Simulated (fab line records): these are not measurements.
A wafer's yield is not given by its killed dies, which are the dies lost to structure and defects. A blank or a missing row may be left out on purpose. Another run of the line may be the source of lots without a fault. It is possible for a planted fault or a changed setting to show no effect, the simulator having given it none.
fab line records    flow gf180mcu
[record] lots = 5  wafers = 15  lastDay = 34
route steps=602 shown M4@473 V4@476
lots untouched by any fault: they come from a run of this same line in which no faults occurred
startH: hours from the record's opening day to when the first of the lot's shown wafers began    waitH: hours from the lot's prior step to this one    " as in the row above    L1.1+2: a single row standing in for several wafers    - no value present, or no start provided    * or withheld: withheld    < > ~ a bound
route shown NAME@n: names a module that has steps shown in the file, with the first one's number in the route    usual: mean/standard deviation taken from wafers without a fault    same: alike in all rows    chamber/n: place in a boat    sites: the reading at each site    _std_site: standard deviation of those values    _edge_site: inner sites' mean taken away from outer sites' mean    radiusMm: how far each site lies from the wafer's centre    mask NAME#n: copy n    behind: the tool/chamber that last shaped the wafer    hold: why the lot went on hold/how many hours it stayed there/how the hold came to an end    device: whichever transistor did not switch (one of n, p or np)    end of line: tests of these same wafers at the route's end    for a step that has no rows: nothing shown but its recipe    killed: not the wafer's yield, but the dies lost to structure and defects at the first sort    map: a wafer's dies, x killed, . not, _ none there
set.NAME: the run value of the setting; set.NAME@STEP: its run value at that earlier step    model.NAME: the simulator's own value behind a step, which no gauge read
a table for each step, a row for each wafer; lots at some steps of the route
services: when a tool's chamber went out of use (startH, in hours from the record's first day, below 0 if earlier), for how many hours, and the reason
[[steps]]
[step GF_M4_STRIP_17]
[recipe] chemistry = O2/N2  powerW = 1400  pressureMtorr = 1500  platenTempC = 250  o2FlowSccm = 3000  n2FlowSccm = 300  overashFraction = 0.5
[usual] drypumpMotorCurrentA = 5.9/0.44  heaterPowerW = 363/63  o2FlowSccm = 3001/8.7  oesProductAu = 0.538/0.0048  stripTimeToEndpointS = 7.41/0.043
lot.wafer  tool            chamber  startH  waitH  drypumpMotorCurrentA  heaterPowerW  o2FlowSccm  oesProductAu  rfHoursCounterH  stripTimeToEndpointS
L348.1     plasmaAsher-01  1        555.27  0.1    5.4                   465           2996        0.534         91               7.33
L348.2     "               0        "       "      5.7                   309           2994        0.544         91               7.37
L348.4     "               1        "       "      5.4                   458           3015        0.539         -                7.37
L355.1     plasmaAsher-01  1        612.16  0.1    5.4                   452           3007        0.540         96               7.43
L355.5     "               0        "       "      5.7                   301           3015        0.551         -                7.48
L355.6     "               1        "       "      5.4                   449           2999        0.539         -                7.46
L356.1     plasmaAsher-01  1        624.66  0.1    5.4                   446           3003        0.535         98               7.48
L356.2     "               0        "       "      5.7                   307           2988        0.534         98               7.42
L356.4     "               1        "       "      5.4                   458           3004        0.538         -                7.41
L363.4     plasmaAsher-02  1        686.42  0.1    6.4                   355           2997        0.540         -                7.42
L363.5     "               0        "       "      6.5                   325           3003        0.542         -                7.44
L363.6     "               1        "       "      6.4                   363           3009        0.539         -                7.39
L366.1     plasmaAsher-02  1        696.01  0.1    6.4                   353           2991        0.540         26               7.43
L366.2     "               0        "       "      6.4                   328           3012        0.539         26               7.44
L366.5     "               1        "       "      6.4                   353           2985        0.535         -                7.35
[step GF_M4_STRIP_18]
[recipe] chemistry = postEtchResidueRemover  timeS = 1200  tempC = 72.5
[step GF_M4_CLEAN_19]
[recipe] chemistry = DIW  dry = n2Spin
[step GF_V4_CVD_00]
[recipe] material = SiO2  targetThkNm = 600  sigmaOpenFrac = 0.3  tempC = 400  timeS = 100  sih4FlowSccm = 60  pressureMtorr = 6
[step GF_V4_THK_MEAS_01]
[recipe] reads = SiO2_of_V4_CVD_00
[usual] V4_CVD_00_THK = 598/8
lot.wafer  tool          chamber  startH  waitH  V4_CVD_00_THK[nm]
L348.1     filmMetro-03  -        555.87  0.0    603
L348.2     "             -        "       "      602
L348.4     "             -        "       "      602
L355.1     filmMetro-03  -        612.86  0.0    583
L355.5     "             -        "       "      592
L355.6     "             -        "       "      592
L356.1     filmMetro-03  -        625.27  0.0    593
L356.2     "             -        "       "      595
L356.4     "             -        "       "      591
L363.4     filmMetro-02  -        687.02  0.0    597
L363.5     "             -        "       "      600
L363.6     "             -        "       "      596
L366.1     filmMetro-02  -        696.62  0.0    607
L366.2     "             -        "       "      600
L366.5     "             -        "       "      594
[step GF_V4_CVD_02]
[recipe] material = SiO2  targetThkNm = 850  precursor = TEOS  tempC = 400  timeS = 94.851  rfW = 600
[usual] heaterPowerW = 663/89
lot.wafer  tool      chamber  startH  waitH  heaterPowerW  sinceWetCleanH
L348.1     pecvd-01  2        555.93  0.1    561           590
L348.2     "         0        "       "      864           590
L348.4     "         2        "       "      590           -
L355.1     pecvd-04  0        612.92  0.1    728           230
L355.5     "         1        "       "      639           -
L355.6     "         0        "       "      613           -
L356.1     pecvd-01  0        625.33  0.1    677           659
L356.2     "         2        "       "      581           659
L356.4     "         0        "       "      743           -
L363.4     pecvd-03  0        687.08  0.1    634           -
L363.5     "         2        "       "      817           -
L363.6     "         1        "       "      524           -
L366.1     pecvd-01  0        696.68  0.1    737           730
L366.2     "         2        "       "      533           730
L366.5     "         1        "       "      683           -
[step GF_V4_THK_MEAS_03]
[recipe] reads = SiO2_of_V4_CVD_02
[usual] V4_CVD_02_THK = 852/13
lot.wafer  tool          chamber  startH  waitH  V4_CVD_02_THK[nm]
L348.1     filmMetro-03  -        556.03  0.1    842
L348.2     "             -        "       "      846
L348.4     "             -        "       "      861
L355.1     filmMetro-01  -        612.99  0.0    829
L355.5     "             -        "       "      853
L355.6     "             -        "       "      849
L356.1     filmMetro-01  -        625.40  0.0    858
L356.2     "             -        "       "      865
L356.4     "             -        "       "      873
L363.4     filmMetro-03  -        687.15  0.0    851
L363.5     "             -        "       "      864
L363.6     "             -        "       "      863
L366.1     filmMetro-02  -        696.75  0.0    827
L366.2     "             -        "       "      850
L366.5     "             -        "       "      845
[step GF_V4_CMP_04]
[recipe] material = SiO2  downForcePsi = 4  platenRpm = 60  padVelocityMS = 0.94248
[usual] motorCurrentA = 11.3/1.4  retainingRingPressureFrac = 1.000/0.0046  slurryFilterDpKPa = 13.49/0.13  timeToEndpointS = 81/7.3
lot.wafer  tool    chamber  startH  waitH  motorCurrentA  retainingRingPressureFrac  slurryFilterDpKPa  timeToEndpointS
L348.2     cmp-01  1        556.14  0.1    9.6            1.002                      13.38              83
L348.4     "       2        "       "      10.2           1.002                      13.65              84
L348.1     "       3        "       "      10.2           1.005                      13.34              70
L355.1     cmp-01  0        613.10  0.1    12.4           1.005                      13.42              69
L355.5     "       3        "       "      10.9           0.996                      13.42              73
L355.6     "       0        "       "      12.9           1.006                      13.70              76
L356.4     cmp-02  3        625.46  0.0    10.0           1.005                      13.42              91
L356.2     "       0        "       "      12.4           1.005                      13.43              84
L356.1     "       2        "       "      9.7            0.999                      13.80              80
L363.4     cmp-02  2        687.18  0.0    10.6           0.996                      13.74              84
L363.5     "       2        "       "      9.8            1.007                      13.66              91
L363.6     "       3        "       "      10.2           1.008                      13.37              90
L366.2     cmp-02  3        696.86  0.1    10.4           1.000                      13.51              82
L366.1     "       1        "       "      13.2           1.000                      13.69              69
L366.5     "       2        "       "      9.6            1.006                      13.52              82
[step GF_V4_BOW_MEAS_05]
[recipe] mode = bow
[usual] V4_BOW = 133/10
lot.wafer  tool          chamber  startH  waitH  V4_BOW[um]
L348.1     filmMetro-03  -        556.39  0.1    121
L348.2     "             -        "       "      120
L348.4     "             -        "       "      121
L355.1     filmMetro-03  -        613.35  0.2    130
L355.5     "             -        "       "      124
L355.6     "             -        "       "      133
L356.1     filmMetro-02  -        625.76  0.1    156
L356.2     "             -        "       "      161
L356.4     "             -        "       "      156
L363.4     filmMetro-02  -        687.54  0.3    148
L363.5     "             -        "       "      146
L363.6     "             -        "       "      137
L366.1     filmMetro-03  -        697.11  0.1    126
L366.2     "             -        "       "      137
L366.5     "             -        "       "      129
[step GF_V4_DEHYDRATE_06]
[recipe] tempC = 200  timeS = 60
[step GF_V4_HMDS_07]
[recipe] primeTimeS = 60  primeTempC = 120
[step GF_V4_COAT_08]
[recipe] resist = BARC  tempC = withheld  timeS = withheld  spinRpm = withheld  resistThkNm = withheld
[step GF_V4_COAT_09]
[recipe] resist = KrF  spinRpm = withheld  resistThkNm = 1000
lot.wafer  tool           chamber  startH  waitH  model.KrF_of_V4_COAT_09.thkNm
L348.1     lithoTrack-04  0        566     -      1003
L348.2     "              0        567     -      999.6
L348.4     "              0        "       "      1004
L355.1     lithoTrack-03  0        623     -      999.3
L355.5     "              0        624     -      997.8
L355.6     "              0        "       "      999.4
L356.1     lithoTrack-04  0        635     -      1004
L356.2     "              0        "       "      1003
L356.4     "              0        "       "      1001
L363.4     lithoTrack-03  0        696     -      1030
L363.5     "              0        "       "      1036
L363.6     "              0        "       "      1032
L366.1     lithoTrack-04  0        706     -      1002
L366.2     "              0        "       "      1003
L366.5     "              0        "       "      998.7
[step GF_V4_SOFTBAKE_10]
[recipe] tempC = 130  timeS = 60  resist = KrF
[step GF_V4_EXPOSE_11]
[recipe] maskId = Via4  targetCdNm = 260  na = 0.68  sourceShape = conventional  sigmaOuter = 0.6  doseMj = 38
[step GF_V4_PEB_12]
[recipe] pebTempC = 135  pebTimeS = 90  resist = KrF
[step GF_V4_DEVELOP_13]
[recipe] developTimeS = 60  resist = KrF  devTempC = 21
lot.wafer  tool           chamber  startH  waitH  model.KrF_of_V4_COAT_09.thkNm
L348.1     lithoTrack-03  0        577.80  0.2    987.7
L348.2     "              0        "       "      984.7
L348.4     "              0        "       "      989.1
L355.1     lithoTrack-04  0        633.98  0.2    984.3
L355.5     "              0        "       "      982.9
L355.6     "              0        "       "      984.4
L356.1     lithoTrack-03  0        645.25  0.2    988.8
L356.2     "              0        "       "      988
L356.4     "              0        "       "      986
L363.4     lithoTrack-01  0        706.12  0.1    1015
L363.5     "              0        "       "      1021
L363.6     "              0        "       "      1017
L366.1     lithoTrack-03  0        715.40  0.2    987.1
L366.2     "              0        "       "      987.6
L366.5     "              0        "       "      983.7
[step GF_V4_CD_MEAS_14]
[recipe] targetCdNm = 260
[usual] cdNm = 259.9/1.2
lot.wafer  tool      chamber  startH  waitH  cdNm
L348.1     cdSem-01  -        577.95  0.1    257.0
L348.2     "         -        "       "      257.4
L348.4     "         -        "       "      256.3
L355.1     cdSem-01  -        634.13  0.1    260.2
L355.5     "         -        "       "      260.7
L355.6     "         -        "       "      260.2
L356.1     cdSem-01  -        645.40  0.1    260.8
L356.2     "         -        "       "      260.6
L356.4     "         -        "       "      261.2
L363.4     cdSem-02  -        706.26  0.1    257.6
L363.5     "         -        "       "      257.8
L363.6     "         -        "       "      258.4
L366.1     cdSem-01  -        715.55  0.1    261.0
L366.2     "         -        "       "      260.0
L366.5     "         -        "       "      259.7
[step GF_V4_OVL_MEAS_15]
[usual] V4_OVL = 3/5.7
lot.wafer  tool        chamber  startH  waitH  V4_OVL[nm]
L348.1     overlay-01  -        578.07  0.1    -8
L348.2     "           -        "       "      -11
L348.4     "           -        "       "      -8
L355.1     overlay-02  -        634.25  0.1    -6
L355.5     "           -        "       "      3
L355.6     "           -        "       "      2
L356.1     overlay-01  -        645.52  0.1    5
L356.2     "           -        "       "      -2
L356.4     "           -        "       "      -1
L363.4     overlay-02  -        706.34  0.1    2
L363.5     "           -        "       "      5
L363.6     "           -        "       "      2
L366.1     overlay-01  -        715.67  0.1    6
L366.2     "           -        "       "      6
L366.5     "           -        "       "      6
[step GF_V4_ETCH_16]
[recipe] chemistry = N2/H2  targetDepthA = withheld  overetchA = withheld  timeS = withheld  target = BARC  ionEnergyEv = 200  sourceW = 500  biasW = 100  pressureMtorr = 30  n2FlowSccm = 100  h2FlowSccm = 200
[usual] drypumpMotorCurrentA = 5.7/0.46  oesProductAu = 0.855/0.0045  throttleValvePct = 13.225/0.0099
lot.wafer  tool        chamber  startH  waitH  drypumpMotorCurrentA  oesProductAu  throttleValvePct
L348.1     rieDiel-04  3        578.11  0.0    5.6                   0.857         13.236
L348.2     "           1        "       "      5.6                   0.850         13.212
L348.4     "           0        "       "      6.4                   0.858         13.228
L355.1     rieDiel-04  2        634.28  0.0    5.0                   0.865         13.226
L355.5     "           2        "       "      5.1                   0.846         13.221
L355.6     "           3        "       "      5.6                   0.858         13.230
L356.1     rieDiel-01  0        645.56  0.0    5.8                   0.848         13.222
L356.2     "           2        "       "      4.9                   0.859         13.235
L356.4     "           1        "       "      5.3                   0.848         13.216
L363.4     rieDiel-01  1        706.35  0.0    5.2                   0.860         13.224
L363.5     "           2        "       "      4.9                   0.870         13.214
L363.6     "           3        "       "      5.9                   0.861         13.233
L366.1     rieDiel-04  3        715.71  0.0    5.6                   0.861         13.222
L366.2     "           0        "       "      6.4                   0.863         13.230
L366.5     "           3        "       "      5.6                   0.851         13.232
[step GF_V4_ETCH_17]
[recipe] chemistry = C4F8/O2/Ar  maskMaterial = KrF  target = SiO2  stopOn = TiN  sourceW = 1500  biasW = 1200  pressureMtorr = 40  c4f8FlowSccm = withheld  O2_flow_sccm = 6  Ar_flow_sccm = 300  timeS = withheld  targetDepthA = 6300
[usual] oesProductAu = 0.856/0.0043
lot.wafer  tool        chamber  startH  waitH  oesProductAu
L348.1     rieDiel-04  3        -       -      0.856
L348.2     "           1        "       "      0.856
L348.4     "           0        "       "      0.854
L355.1     rieDiel-04  2        -       -      0.851
L355.5     "           2        "       "      0.857
L355.6     "           3        "       "      0.846
L356.1     rieDiel-01  0        -       -      0.854
L356.2     "           2        "       "      0.855
L356.4     "           1        "       "      0.849
L363.4     rieDiel-01  1        -       -      0.853
L363.5     "           2        "       "      0.863
L363.6     "           3        "       "      0.861
L366.1     rieDiel-04  3        -       -      0.858
L366.2     "           0        "       "      0.864
L366.5     "           3        "       "      0.848
[step GF_V4_STRIP_18]
[recipe] chemistry = O2/N2  powerW = 1400  pressureMtorr = 1500  platenTempC = 250  o2FlowSccm = 3000  n2FlowSccm = 300  overashFraction = 0.5
[usual] drypumpMotorCurrentA = 6.2/0.3  heaterPowerW = 334/26  o2FlowSccm = 3000/8.5  oesProductAu = 0.593/0.005
lot.wafer  tool            chamber  startH  waitH  drypumpMotorCurrentA  heaterPowerW  o2FlowSccm  oesProductAu  rfHoursCounterH
L348.1     plasmaAsher-02  1        578.24  -      6.4                   361           2993        0.599         12
L348.2     "               0        "       "      6.4                   335           3013        0.596         12
L348.4     "               1        "       "      6.4                   354           2998        0.600         -
L355.1     plasmaAsher-02  1        634.41  -      6.4                   356           3006        0.590         19
L355.5     "               1        "       "      6.3                   349           3013        0.588         -
L355.6     "               0        "       "      6.4                   329           3008        0.601         -
L356.1     plasmaAsher-02  1        645.69  -      6.4                   350           3005        0.605         20
L356.2     "               0        "       "      6.5                   323           2986        0.589         20
L356.4     "               1        "       "      6.4                   347           3007        0.593         -
L363.4     plasmaAsher-03  0        706.52  -      5.9                   310           3014        0.604         -
L363.5     "               1        "       "      5.8                   363           2992        0.603         -
L363.6     "               0        "       "      5.9                   319           3000        0.613         -
L366.1     plasmaAsher-04  0        715.84  -      6.7                   328           3015        0.590         85
L366.2     "               1        "       "      6.2                   290           2988        0.595         85
L366.5     "               1        "       "      6.3                   288           2998        0.593         -
[step GF_V4_STRIP_19]
[recipe] chemistry = postEtchResidueRemover  timeS = 1200  tempC = 72.5
[[services]]
tool            chamber  startH  hours  kind
rieDiel-01      2        537.19  6.6    repair
rieDiel-04      1        540.01  -      clean
rieDiel-04      1        540.01  20.3   scheduledDown
rieDiel-04      1        540.01  20.3   ventCycle
plasmaAsher-04  -        540.85  28.3   repair
pecvd-01        1        541.94  15.6   repair
cmp-02          -        572.00  4.0    pm
rieDiel-01      3        573.04  1.5    repair
cmp-02          -        576.00  -      consumableReplace:conditioner
cmp-02          -        576.00  -      consumableReplace:pad
rieDiel-01      2        581.43  6.8    repair
plasmaAsher-01  -        590.36  8.8    pm
pecvd-01        2        593.42  3.5    repair
rieDiel-01      3        602.29  7.6    repair
plasmaAsher-03  -        602.71  1.7    repair
plasmaAsher-02  -        640.34  2.8    repair
rieDiel-04      3        651.61  9.5    repair
pecvd-03        -        655.18  0.3    repair
plasmaAsher-01  -        657.55  0.9    repair
plasmaAsher-04  -        686.27  28.1   pm
cmp-02          -        694.22  1.2    repair
rieDiel-04      -        699.15  2.8    pm
rieDiel-01      -        714.29  2.8    pm
[[key]]
[firstSign] step = GF_V4_STRIP_18  reading = oesProductAu  direction = up  sigmas = 2.6  usual = 0.593  struck = 0.607  through = controlLoop
effect none on later readings
[modelEffect] step = GF_V4_COAT_09  value = KrF_of_V4_COAT_09.thkNm  without = 1002  struck = 1033
[modelEffect] step = GF_V4_DEVELOP_13  value = KrF_of_V4_COAT_09.thkNm  without = 987  struck = 1018
metAt GF_V4_COAT_09
struckWafers L363.4,L363.5,L363.6
[loopTrim] step = GF_V4_EXPOSE_11  setting = dose  lots = L363
onsetBetween 623 696
alsoFits GF_V4_CVD_02:pecvd-03,GF_V4_DEVELOP_13:lithoTrack-01,GF_V4_ETCH_16:rieDiel-01,GF_V4_ETCH_17:rieDiel-01
[fault] kind = processParameterDrift  tool = lithoTrack-03  chamber = -  onsetH = 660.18  steps = GF_V4_COAT_09  channel = resistThkNm  offset = *  shape = step  endH = 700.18  actsIn = *  stated = *
// loopTrim: a control loop set the setting to another value than it would have without faults
